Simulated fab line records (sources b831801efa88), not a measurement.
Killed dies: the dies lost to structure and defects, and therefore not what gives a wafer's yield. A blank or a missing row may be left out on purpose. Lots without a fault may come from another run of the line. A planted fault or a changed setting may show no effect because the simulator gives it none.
Which tool did it? || flow sky130 || Sampling: 9 lots, 27 wafers, 6 of 708 route steps

## WHAT THE GAUGES SHOWED, per wafer
SKY_POLY_CUT_CD_MEAS_08: target cd 270 nm.
{"lot": "L138", "measured": "day 24 05:52", "on": "cd-sem-02", "cd-nm (nm)": "271.5 272.2 269.4"}
{"lot": "L140", "measured": "day 24 19:21", "on": "cd-sem-01", "cd-nm (nm)": "267.2 267.1 268.7"}
{"lot": "L144", "measured": "day 27 08:48", "on": "cd-sem-01", "cd-nm (nm)": "270.6 271.5 271.1"}
{"lot": "L145", "measured": "day 27 05:25", "on": "cd-sem-01", "cd-nm (nm)": "269.4 269.9 268.4"}
{"lot": "L147", "measured": "day 27 22:29", "on": "cd-sem-02", "cd-nm (nm)": "270.0 270.1 271.6"}
{"lot": "L148", "measured": "day 28 00:21", "on": "cd-sem-02", "cd-nm (nm)": "272.3 271.6 272.3"}
{"lot": "L150", "measured": "day 28 16:46", "on": "cd-sem-01", "cd-nm (nm)": "270.7 270.6 270.0"}
{"lot": "L159", "measured": "day 31 09:13", "on": "cd-sem-01", "cd-nm (nm)": "269.7 269.4 268.7"}
{"lot": "L160", "measured": "day 31 19:28", "on": "cd-sem-02", "cd-nm (nm)": "270.0 270.3 272.3"}

SKY_METAL5_RS_MEAS_05: measurement is done with a four-point probe.
{"lot": "L138", "measured": "day 42 22:47", "on": "film-metro-03", "METAL5_ALCU_RS (ohm/sq)": "0.0275 0.02725 0.02723"}
{"lot": "L140", "measured": "day 43 10:10", "on": "film-metro-02", "METAL5_ALCU_RS (ohm/sq)": "0.02701 0.02691 0.02705"}
{"lot": "L144", "measured": "day 45 09:35", "on": "film-metro-02", "METAL5_ALCU_RS (ohm/sq)": "0.02663 0.02682 0.02684"}
{"lot": "L145", "measured": "day 45 06:47", "on": "film-metro-02", "METAL5_ALCU_RS (ohm/sq)": "0.02713 0.02705 0.02711"}
{"lot": "L147", "measured": "day 45 18:59", "on": "film-metro-04", "METAL5_ALCU_RS (ohm/sq)": "0.02694 0.02668 0.02687"}
{"lot": "L148", "measured": "day 45 20:53", "on": "film-metro-04", "METAL5_ALCU_RS (ohm/sq)": "0.0271 0.0272 0.02714"}
{"lot": "L150", "measured": "day 46 12:59", "on": "film-metro-03", "METAL5_ALCU_RS (ohm/sq)": "0.027 0.02689 0.02686"}
{"lot": "L159", "measured": "day 48 10:59", "on": "film-metro-04", "METAL5_ALCU_RS (ohm/sq)": "0.01502 0.01501 0.02728"}
{"lot": "L160", "measured": "day 48 14:55", "on": "film-metro-04", "METAL5_ALCU_RS (ohm/sq)": "0.02701 0.01505 0.02707"}

SKY_METAL5_THK_MEAS_06: measures by xrf.
{"lot": "L138", "measured": "day 42 22:52", "on": "film-metro-03", "METAL5_ALCU_THK (nm)": "1120 1138 1140"}
{"lot": "L140", "measured": "day 43 10:17", "on": "film-metro-02", "METAL5_ALCU_THK (nm)": "1149 1154 1140"}
{"lot": "L144", "measured": "day 45 09:43", "on": "film-metro-02", "METAL5_ALCU_THK (nm)": "1165 1155 1149"}
{"lot": "L145", "measured": "day 45 06:53", "on": "film-metro-02", "METAL5_ALCU_THK (nm)": "1145 1150 1138"}
{"lot": "L147", "measured": "day 45 19:05", "on": "film-metro-04", "METAL5_ALCU_THK (nm)": "1156 1167 1159"}
{"lot": "L148", "measured": "day 45 21:00", "on": "film-metro-04", "METAL5_ALCU_THK (nm)": "1147 1146 1144"}
{"lot": "L150", "measured": "day 46 13:07", "on": "film-metro-03", "METAL5_ALCU_THK (nm)": "1142 1135 1140"}
{"lot": "L159", "measured": "day 48 11:05", "on": "film-metro-04", "METAL5_ALCU_THK (nm)": "2073 2085 1148"}
{"lot": "L160", "measured": "day 48 15:02", "on": "film-metro-04", "METAL5_ALCU_THK (nm)": "1156 2064 1155"}

## WHAT TOOL EACH LOT RAN ON (gives the tool, then ch and the chambers of the sampled wafers, and finally the start)
{"lot": "L138", "SKY_FIELD_ISO_STRIP_16": "plasma-asher-04 ch 0,1, day 2 07:14", "SKY_SD_P_STRIP_10": "plasma-asher-01 ch 0,1, day 25 12:21", "SKY_METAL5_SPUTTER_02": "pvd-sputter-01, day 42 22:36"}
{"lot": "L140", "SKY_FIELD_ISO_STRIP_16": "plasma-asher-03 ch 0,1, day 2 16:30", "SKY_SD_P_STRIP_10": "plasma-asher-01 ch 0,1, day 26 01:35", "SKY_METAL5_SPUTTER_02": "pvd-sputter-01, day 43 10:03"}
{"lot": "L144", "SKY_FIELD_ISO_STRIP_16": "plasma-asher-02 ch 0,1, day 3 13:29", "SKY_SD_P_STRIP_10": "plasma-asher-04 ch 0,1, day 28 13:43", "SKY_METAL5_SPUTTER_02": "pvd-sputter-01, day 45 09:29"}
{"lot": "L145", "SKY_FIELD_ISO_STRIP_16": "plasma-asher-04 ch 0,1, day 3 16:46", "SKY_SD_P_STRIP_10": "plasma-asher-01 ch 0,1, day 28 10:54", "SKY_METAL5_SPUTTER_02": "pvd-sputter-02, day 45 06:37"}
{"lot": "L147", "SKY_FIELD_ISO_STRIP_16": "plasma-asher-02 ch 0,1, day 4 03:43", "SKY_SD_P_STRIP_10": "plasma-asher-04 ch 0,1, day 29 02:35", "SKY_METAL5_SPUTTER_02": "pvd-sputter-04, day 45 18:50"}
{"lot": "L148", "SKY_FIELD_ISO_STRIP_16": "plasma-asher-02 ch 0,1, day 4 07:54", "SKY_SD_P_STRIP_10": "plasma-asher-04 ch 0,1, day 29 04:56", "SKY_METAL5_SPUTTER_02": "pvd-sputter-04, day 45 20:46"}
{"lot": "L150", "SKY_FIELD_ISO_STRIP_16": "plasma-asher-03 ch 0,1, day 4 20:55", "SKY_SD_P_STRIP_10": "plasma-asher-02 ch 0,1, day 29 21:37", "SKY_METAL5_SPUTTER_02": "pvd-sputter-02, day 46 12:52"}
{"lot": "L159", "SKY_FIELD_ISO_STRIP_16": "plasma-asher-03 ch 0,1, day 6 17:19", "SKY_SD_P_STRIP_10": "plasma-asher-02 ch 0,1, day 32 13:27", "SKY_METAL5_SPUTTER_02": "pvd-sputter-02, day 48 10:49"}
{"lot": "L160", "SKY_FIELD_ISO_STRIP_16": "plasma-asher-03 ch 0,1, day 7 00:52", "SKY_SD_P_STRIP_10": "plasma-asher-04 ch 0, day 32 22:40", "SKY_METAL5_SPUTTER_02": "pvd-sputter-02, day 48 14:47"}
- SKY_FIELD_ISO_STRIP_16: strips in O2/N2.
- SKY_SD_P_STRIP_10: strips in O2/N2.
- SKY_METAL5_SPUTTER_02: material AlCu, target thk 1150 nm, time 61.2 s.

## AS READ BY THE TOOLS THEMSELVES (means over the sampled wafers that have a number; for cases with no such wafer, the mark the record gives instead)
SKY_FIELD_ISO_STRIP_16.
{"lot": "L138", "tool": "plasma-asher-04", "drypump-motor-current-A (A)": 5.5, "oes-product-au (a.u.)": 0.375, "strip-time-to-endpoint-s (s)": 3.500}
{"lot": "L140", "tool": "plasma-asher-03", "drypump-motor-current-A (A)": 5.6, "oes-product-au (a.u.)": 0.380, "strip-time-to-endpoint-s (s)": 3.536}
{"lot": "L144", "tool": "plasma-asher-02", "drypump-motor-current-A (A)": 5.4, "oes-product-au (a.u.)": 0.380, "strip-time-to-endpoint-s (s)": 3.551}
{"lot": "L145", "tool": "plasma-asher-04", "drypump-motor-current-A (A)": 5.6, "oes-product-au (a.u.)": 0.378, "strip-time-to-endpoint-s (s)": 3.548}
{"lot": "L147", "tool": "plasma-asher-02", "drypump-motor-current-A (A)": 5.1, "oes-product-au (a.u.)": 0.375, "strip-time-to-endpoint-s (s)": 3.558}
{"lot": "L148", "tool": "plasma-asher-02", "drypump-motor-current-A (A)": 5.1, "oes-product-au (a.u.)": 0.375, "strip-time-to-endpoint-s (s)": 3.541}
{"lot": "L150", "tool": "plasma-asher-03", "drypump-motor-current-A (A)": 5.6, "oes-product-au (a.u.)": 0.381, "strip-time-to-endpoint-s (s)": 3.562}
{"lot": "L159", "tool": "plasma-asher-03", "drypump-motor-current-A (A)": 5.6, "oes-product-au (a.u.)": 0.378, "strip-time-to-endpoint-s (s)": 3.531}
{"lot": "L160", "tool": "plasma-asher-03", "drypump-motor-current-A (A)": 5.6, "oes-product-au (a.u.)": 0.378, "strip-time-to-endpoint-s (s)": 3.537}

SKY_SD_P_STRIP_10.
{"lot": "L138", "tool": "plasma-asher-01", "drypump-motor-current-A (A)": 5.5, "oes-product-au (a.u.)": 0.617, "strip-time-to-endpoint-s (s)": 17.48}
{"lot": "L140", "tool": "plasma-asher-01", "drypump-motor-current-A (A)": 5.6, "oes-product-au (a.u.)": 0.615, "strip-time-to-endpoint-s (s)": 17.46}
{"lot": "L144", "tool": "plasma-asher-04", "drypump-motor-current-A (A)": 5.5, "oes-product-au (a.u.)": 0.620, "strip-time-to-endpoint-s (s)": 17.54}
{"lot": "L145", "tool": "plasma-asher-01", "drypump-motor-current-A (A)": 5.5, "oes-product-au (a.u.)": 0.621, "strip-time-to-endpoint-s (s)": 17.48}
{"lot": "L147", "tool": "plasma-asher-04", "drypump-motor-current-A (A)": 5.5, "oes-product-au (a.u.)": 0.616, "strip-time-to-endpoint-s (s)": 17.46}
{"lot": "L148", "tool": "plasma-asher-04", "drypump-motor-current-A (A)": 5.5, "oes-product-au (a.u.)": 0.621, "strip-time-to-endpoint-s (s)": 17.47}
{"lot": "L150", "tool": "plasma-asher-02", "drypump-motor-current-A (A)": 5.1, "oes-product-au (a.u.)": 0.614, "strip-time-to-endpoint-s (s)": 17.47}
{"lot": "L159", "tool": "plasma-asher-02", "drypump-motor-current-A (A)": 5.4, "oes-product-au (a.u.)": 0.616, "strip-time-to-endpoint-s (s)": 17.47}
{"lot": "L160", "tool": "plasma-asher-04", "drypump-motor-current-A (A)": 5.9, "oes-product-au (a.u.)": 0.619, "strip-time-to-endpoint-s (s)": 17.56}

SKY_METAL5_SPUTTER_02.
{"lot": "L138", "tool": "pvd-sputter-01", "throttle-valve-pct (%)": 30.4}
{"lot": "L140", "tool": "pvd-sputter-01", "throttle-valve-pct (%)": 31.3}
{"lot": "L144", "tool": "pvd-sputter-01", "throttle-valve-pct (%)": 31.1}
{"lot": "L145", "tool": "pvd-sputter-02", "throttle-valve-pct (%)": 30.0}
{"lot": "L147", "tool": "pvd-sputter-04", "throttle-valve-pct (%)": 29.7}
{"lot": "L148", "tool": "pvd-sputter-04", "throttle-valve-pct (%)": 29.9}
{"lot": "L150", "tool": "pvd-sputter-02", "throttle-valve-pct (%)": 29.5}
{"lot": "L159", "tool": "pvd-sputter-02", "throttle-valve-pct (%)": 29.4}
{"lot": "L160", "tool": "pvd-sputter-02", "throttle-valve-pct (%)": 29.9}

## THE ANSWER, worked out from the rows above alone
Rule: the lots themselves supply what counts as usual. The widest of any qualifying gaps counts: lots, ordered by their means at a reading, are off when they make up no more than a third of the lots, leave a main group of 4 or more, and stand apart from it by 3 or more times the standard deviation of that group's means. If all means in a main group match to the digits the tables above print for the reading, that group is not used. A lot without any number at a reading at which 4 lots or more have one is off too. Where the step has rows for the other lots, those lots are counted as sound. After the gauges, taken in route order, come the tools' own readings; for these a lot's mean is taken, as printed above. At the first step where some lot is off, the reading lying furthest off is the one used; lots without a number count as furthest.
Off: L159, L160, seen at SKY_METAL5_RS_MEAS_05 (METAL5_ALCU_RS). Mean 0.027 ohm/sq and standard deviation 0.00018 in the main group.
A tool fits if, at a process step before that reading, it ran every lot that is off, and no sound lot after the first of them. Gauges at SKY_METAL5_RS_MEAS_05: tried the same way as those tools. Can't be told from this: 3 tools fit, plasma-asher-03 at SKY_FIELD_ISO_STRIP_16, pvd-sputter-02 at SKY_METAL5_SPUTTER_02, film-metro-04 at SKY_METAL5_RS_MEAS_05.

## WHAT THE SIMULATOR PUT IN
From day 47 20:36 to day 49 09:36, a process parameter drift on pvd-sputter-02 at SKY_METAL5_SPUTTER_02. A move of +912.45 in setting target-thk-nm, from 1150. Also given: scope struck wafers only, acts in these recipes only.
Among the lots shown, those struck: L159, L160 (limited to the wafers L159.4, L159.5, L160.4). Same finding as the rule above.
